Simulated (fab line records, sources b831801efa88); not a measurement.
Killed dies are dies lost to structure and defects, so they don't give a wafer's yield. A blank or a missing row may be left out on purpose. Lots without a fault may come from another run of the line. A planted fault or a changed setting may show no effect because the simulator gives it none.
One fault seen from 2 desks | flow sky130 | each desk has only its own numbers; what lay behind them comes last

THE METROLOGY DESK
What the gauges read, lot by lot, whatever tool the lot ran on: means of the sampled wafers that have a number. A lot is out of limits, marked OUT, if its mean lies more than 4 standard deviations from the usual mean; the brackets give that distance.
Columns: A = cd_nm at SKY_SD_N_CD_MEAS_07, usual 379.9 nm; B = SD_N_OVL at SKY_SD_N_OVL_MEAS_08, usual -0.2 nm; C = SD_N_TW at SKY_SD_N_TW_MEAS_12, usual 3985
lot  | first seen here | A     | B    | C
L263 | day 28 09:41    | 383.0 | -0.9 | 3979
L273 | day 31 12:14    | 378.2 | 1.2  | 4016
L274 | day 31 21:02    | 375.7 | -1.7 | 4006
L275 | day 32 03:29    | 378.1 | 0.5  | 4017
L277 | day 32 23:48    | 379.5 | 1.8  | 4010
L284 | day 35 09:11    | 376.9 | -0.2 | 3959
This desk's finding: nothing out of limits on any of the 6 lots.

THE TOOL OWNER'S DESK: rtp_anneal-02
The tool's own readings at SKY_SD_N_RTA_14 (time 2 s): means of the sampled wafers that have a number, for each lot that ran on this tool. A lot is out of limits, marked OUT, if its mean lies more than 4 standard deviations from the usual mean; the brackets give that distance.
Columns: A = lamp_power_pct at SKY_SD_N_RTA_14, usual 15.74 %; B = ramp_down_c_per_s at SKY_SD_N_RTA_14, usual 90.002; C = wafer_temp_C_max at SKY_SD_N_RTA_14, usual 1077.9
lot  | first seen here | A     | B                        | C
L273 | day 31 12:54    | 15.75 | 36.012 (-99 or more) OUT | 1079.3
L274 | day 31 21:42    | 15.74 | 36.003 (-99 or more) OUT | 1077.7
L284 | day 35 09:51    | 15.75 | 90.007                   | 1077.3
This desk's finding: out of limits on L273, L274; first on L273, day 31 12:54 (ramp_down_c_per_s at SKY_SD_N_RTA_14). In limits: L284.

PUT TOGETHER
The tool owner's desk could have raised an alarm at day 31 12:54, on L273, L274.
The metrology desk saw nothing out of limits.
The metrology desk has L273, L274 on record, within its limits.
Of the lots named, all ran SKY_SD_N_RTA_14 on rtp_anneal-02.

WHAT THE SIMULATOR HAD PUT IN
Process parameter drift: rtp_anneal-02, from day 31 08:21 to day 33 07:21, at SKY_SD_N_RTA_14. Setting ramp_down_c_per_s, moved by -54, from 90. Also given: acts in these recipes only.
Lots struck among those shown: L273, L274.
Hours from the fault's start to each desk's first reading out of limits: the tool owner's desk, 5.
